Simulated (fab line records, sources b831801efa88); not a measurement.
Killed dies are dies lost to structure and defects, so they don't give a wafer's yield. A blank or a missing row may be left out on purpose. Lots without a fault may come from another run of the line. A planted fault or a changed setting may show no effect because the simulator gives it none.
A struck lot beside a sound one | flow gf180mcu | 19 steps out of a route of 602
Sound: wafers L649.2, L649.3, L649.4. Struck: wafer L663.4. (L663.1 of the same lot was not struck and is left out.) The cause comes at the end.
At each step with rows: each side's tool, then ch and its chambers, then its first start. Under that, the readings that differ: sound wafers | struck wafers | difference of the means | sigmas: that difference in standard deviations of wafers without a fault.
alike: readings whose means differ by less than 2 such deviations, and words and numbers that are the same on both sides. not compared: withheld readings, readings that some wafer has no value for, bounds like >300 that may hide the same value, and numbers for which the record gives no deviation and whose values overlap.
The two part at a step that has a row with sigmas, a row that says differs or no value, or rows on one side only. Numbers that don't overlap but have no deviation are shown without sigmas and don't part them. A reading that every wafer of one side lacks parts them only if that side has two wafers or more.

first, 1 step without rows for these wafers: GF_V5_CVD_00 (deposits SiO2, target thk 300 nm, time 50 s).
GF_V5_THK_MEAS_01:
  sound on film_metro-02, day 26 10:19; struck on film_metro-01, day 30 22:08
  alike: V5_CVD_00_THK
GF_V5_CVD_02: deposits SiO2 from TEOS, target thk 1450 nm, time 163.28 s.
  sound on pecvd-03 ch 0,1,2, day 26 10:22; struck on pecvd-03 ch 1, day 30 22:12
  alike: heater_power_w
GF_V5_THK_MEAS_03:
  sound on film_metro-02, day 26 10:28; struck on film_metro-02, day 30 22:19
  alike: V5_CVD_02_THK
GF_V5_CMP_04: polishes SiO2.
  sound on cmp-01 ch 0,2,3, day 26 10:50; struck on cmp-01 ch 1, day 30 22:22
  alike: motor_current_A
GF_V5_BOW_MEAS_05:
  sound on film_metro-04, day 26 11:06; struck on film_metro-01, day 30 22:40
  alike: V5_BOW
then, 6 steps without rows for these wafers: GF_V5_DEHYDRATE_06 (time 60 s); GF_V5_HMDS_07 (prime time 60 s); GF_V5_COAT_08; GF_V5_COAT_09 (resist thk 1000 nm); GF_V5_SOFTBAKE_10 (time 60 s); GF_V5_EXPOSE_11 (exposes mask Via5, target cd 260 nm).
GF_V5_PEB_12: peb time 90 s.
  sound on litho_track-04 ch 0, day 27 07:31; struck on litho_track-03 ch 0, day 31 16:09
  reading                  | sound             | struck | difference | sigmas
  heater_power_total_W (W) | 85.65 85.68 85.80 | 89.13  | +3.42      | +44
then, 1 step without rows for these wafers: GF_V5_DEVELOP_13 (develop time 60 s).
GF_V5_CD_MEAS_14: target cd 260 nm.
  sound on cd_sem-02, day 27 07:51; struck on cd_sem-02, day 31 16:30
  reading    | sound             | struck | difference | sigmas
  cd_nm (nm) | 259.3 259.6 258.3 | 256.6  | -2.5       | -2
GF_V5_OVL_MEAS_15:
  sound on overlay-02, day 27 07:58; struck on overlay-01, day 31 16:37
  alike: V5_OVL
GF_V5_ETCH_16: etches BARC in N2/H2.
  sound on rie_diel-02 ch 0,2,3, day 27 07:59; struck on rie_diel-04 ch 1, day 31 16:40
  reading             | sound             | struck | difference | sigmas
  model.V5.cd_nm (nm) | 259.6 259.2 257.6 | 256.8  | -2.0       |
  alike: bias_w, drypump_motor_current_A, oes_product_au, throttle_valve_pct
GF_V5_ETCH_17: etches SiO2 in C4F8/O2/Ar, stops on TiN, target depth 855 nm.
  sound on rie_diel-02 ch 0,2,3; struck on rie_diel-04 ch 1
  reading             | sound             | struck | difference | sigmas
  model.V5.cd_nm (nm) | 259.5 259.2 257.5 | 256.6  | -2.1       |
  alike: bias_w, oes_product_au
GF_V5_STRIP_18: strips in O2/N2.
  sound on plasma_asher-02 ch 0,1, day 27 08:08; struck on plasma_asher-03 ch 1, day 31 16:49
  reading             | sound          | struck | difference | sigmas
  o2_flow_sccm (sccm) | 3003 2988 3002 | 3015   | +17        | +2
  alike: drypump_motor_current_A, heater_power_w, oes_product_au
  not compared: rf_hours_counter_h

WHERE THEY PART
First at GF_V5_PEB_12; last, within this record, at GF_V5_STRIP_18.

WHY: what the simulator had put in
Process parameter drift: litho_track-03, from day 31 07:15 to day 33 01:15, at GF_V5_PEB_12. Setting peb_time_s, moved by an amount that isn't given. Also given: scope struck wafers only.
